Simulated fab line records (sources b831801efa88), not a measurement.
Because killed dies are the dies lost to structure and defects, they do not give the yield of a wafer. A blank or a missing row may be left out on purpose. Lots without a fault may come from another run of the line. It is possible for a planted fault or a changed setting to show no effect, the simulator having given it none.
Which tool is to blame? / flow gf180mcu / route of 602 steps, sampled at 1 step: 13 lots, 39 wafers

## WHAT EACH GAUGE READ, for each wafer
GF_HV_LDD_TW_MEAS_50. Usual: for HV_LDD_4_TW the level is 569 and the standard deviation is 4.1.
lot=L104; measured=day 12 09:15; on=film-metro-02; HV_LDD_4_TW=567 569 569; flag=
lot=L105; measured=day 12 13:51; on=film-metro-02; HV_LDD_4_TW=572 569 565; flag=
lot=L106; measured=day 13 01:33; on=film-metro-04; HV_LDD_4_TW=567 566 563; flag=
lot=L107; measured=day 13 09:49; on=film-metro-03; HV_LDD_4_TW=570 572 572; flag=
lot=L108; measured=day 13 19:53; on=film-metro-03; HV_LDD_4_TW=572 570 570; flag=
lot=L109; measured=day 14 01:57; on=film-metro-03; HV_LDD_4_TW=572 575 574; flag=
lot=L117; measured=day 16 22:19; on=film-metro-04; HV_LDD_4_TW=558 556 559; flag=
lot=L119; measured=day 17 09:14; on=film-metro-03; HV_LDD_4_TW=572 571 572; flag=
lot=L120; measured=day 17 18:08; on=film-metro-02; HV_LDD_4_TW=566 567 565; flag=
lot=L123; measured=day 18 16:46; on=film-metro-03; HV_LDD_4_TW=573 571 572; flag=
lot=L124; measured=day 19 02:02; on=film-metro-02; HV_LDD_4_TW=571 571 570; flag=
lot=L126; measured=day 19 21:48; on=film-metro-04; HV_LDD_4_TW=560 559 564; flag=
lot=L127; measured=day 20 02:35; on=film-metro-02; HV_LDD_4_TW=570 571 572; flag=

## WHAT TOOL EACH LOT RAN ON (gives the tool, then ch and the chambers of the sampled wafers, and finally the start)
The record holds no process step before these readings.

## WHAT THE TOOLS THEMSELVES READ (means of the sampled wafers that have a number; where no wafer has one, the mark that the record gives instead)
The record holds no such reading with a usual standard deviation.

## THE ANSWER, worked out from the rows above alone
Rule: lot off if the mean of its wafers having a number is beyond 3 standard deviations from the usual mean. A lot without any number at a reading at which 4 lots or more have one is off too. The other lots that the step has rows for count as sound. After the gauges, taken in route order, come the tools' own readings; for these a lot's mean is taken, as printed above. At the first step where some lot is off, the reading lying furthest off is the one used; lots without a number count as furthest.
No lot is off on any of the readings shown, so nothing can be concluded from this.

## WHAT THE SIMULATOR HAD PUT IN
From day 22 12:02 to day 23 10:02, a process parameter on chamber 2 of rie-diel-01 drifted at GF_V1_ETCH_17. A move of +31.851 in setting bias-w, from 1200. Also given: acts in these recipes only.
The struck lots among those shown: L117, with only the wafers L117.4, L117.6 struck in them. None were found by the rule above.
